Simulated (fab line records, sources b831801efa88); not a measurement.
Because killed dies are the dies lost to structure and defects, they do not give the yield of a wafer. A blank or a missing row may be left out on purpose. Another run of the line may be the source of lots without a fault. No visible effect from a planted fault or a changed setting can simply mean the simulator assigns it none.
Comparing a struck lot with a sound one || flow sky130 || 15 out of 708 route steps
Sound: wafers L551.1, L551.3, L551.6. Wafers struck: L558.2, L558.5, L558.6. At the end, the cause is stated.
Order at every step that has rows: each side's tool, ch and its chambers, its first start. Under that, the readings that differ: sound wafers || struck wafers || difference of the means || sigmas: that difference in standard deviations of wafers without a fault.
alike: same words and numbers on both sides, and readings whose means sit less than 2 such deviations apart. not compared: any withheld reading, any reading some wafer has no value for, any bound like >300 that may hide the same value, and any number with overlapping values for which the record gives no deviation.
A row with sigmas, a row that says differs or no value, or rows on one side alone: a step with any of these is where the two part. When numbers do not overlap yet have no deviation, they are printed without sigmas and do not part them. A reading that every wafer of one side lacks parts them only if that side has two wafers or more.

first, 7 steps without rows for these wafers: SKY_LDD_N_DEHYDRATE_00 (time 60 s); SKY_LDD_N_HMDS_01 (prime time 60 s); SKY_LDD_N_COAT_02 (resist thk 300 nm); SKY_LDD_N_SOFTBAKE_03 (time 60 s); SKY_LDD_N_EXPOSE_04 (exposes mask NTM, target cd 840 nm); SKY_LDD_N_PEB_05; SKY_LDD_N_DEVELOP_06 (develop time 60 s).
SKY_LDD_N_OVL_MEAS_07:
  sound: overlay-01 at day 18 10:31; struck: overlay-02 at day 21 04:38
  alike: LDD_N_OVL
then, 4 steps without rows for these wafers: SKY_LDD_N_IMPLANT_08; SKY_LDD_N_IMPLANT_09; SKY_LDD_N_IMPLANT_10; SKY_LDD_N_IMPLANT_11.
SKY_LDD_N_IMPLANT_12:
  sound on implanter-02 ch 0, day 18 11:09; struck on implanter-04 ch 0, day 21 05:17
{"reading": "dose-ions-cm2", "sound": "4.999e+12 5.006e+12 4.999e+12", "struck": "9.405e+12 9.404e+12 9.405e+12", "difference": "+4.403e+12", "sigmas": "+99 or more"}
{"reading": "faraday-current-uA", "sound": "28.7 28.7 28.7", "struck": "55.9 53.1 52.2", "difference": "+25.0", "sigmas": "+48"}
after that, 1 step had no rows for these wafers: SKY_LDD_N_IMPLANT_13.
-- here the record skips 27 days between the struck wafers' starts before and after, leaving off in module LDD_N and picking up in module PAD_OPEN (first step shown: number 708 of the route) --
SKY_PAD_OPEN_PROBE_99:
  sound: prober-01 at day 46 08:19; struck: prober-02 at day 48 05:18
{"reading": "model.etest.nfet_01v8_lvt.drive-ua-um", "sound": "579.6 583.4 582.6", "struck": "513.7 527.8 513.1", "difference": -63.7, "sigmas": ""}
{"reading": "model.etest.nfet_01v8.r-on-ohm-um", "sound": "816.8 822.1 827.3", "struck": "906.1 874.4 891.5", "difference": "+68.6", "sigmas": ""}
{"reading": "model.etest.nfet_01v8.drive-ua-um", "sound": "510.6 509.9 508.3", "struck": "454.2 466 453.7", "difference": -51.6, "sigmas": ""}
{"reading": "model.etest.sram-nfet-pass.drive-ua-um", "sound": "493.2 513.8 494.9", "struck": "443.4 462.3 429.5", "difference": -55.6, "sigmas": ""}
{"reading": "model.etest.nfet_01v8_swapped.drive-ua-um", "sound": "512.6 512.8 509", "struck": "454.4 470 455.3", "difference": -51.6, "sigmas": ""}
{"reading": "model.etest.tip-n.rs-ohm-sq", "sound": "447.2 446.9 445.2", "struck": "452.7 452.8 455.8", "difference": "+7.3", "sigmas": ""}
{"reading": "model.etest.nfet_01v8_lvt.vt-sat-v (V)", "sound": "0.5363 0.5378 0.5347", "struck": "0.6396 0.6263 0.636", "difference": "+0.0977", "sigmas": ""}
{"reading": "model.etest.sram-nfet-pass.vt-sat-v (V)", "sound": "0.5897 0.5492 0.5803", "struck": "0.6558 0.6109 0.6648", "difference": "+0.0708", "sigmas": ""}
  alike: killed_at_M0_to_M3, killed_at_M4_up, killed-at-contacts, killed-at-front-end, killed-at-other, killed-dies, killed-open, killed-short

== WHERE THEY PART ==
At SKY_LDD_N_IMPLANT_12 and nowhere else, as far as this record goes. Later steps at which nothing parts them and some readings are alike: SKY_PAD_OPEN_PROBE_99.

WHY: the cause the simulator had injected
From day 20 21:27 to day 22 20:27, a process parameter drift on implanter-04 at SKY_LDD_N_IMPLANT_12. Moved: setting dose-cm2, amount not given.
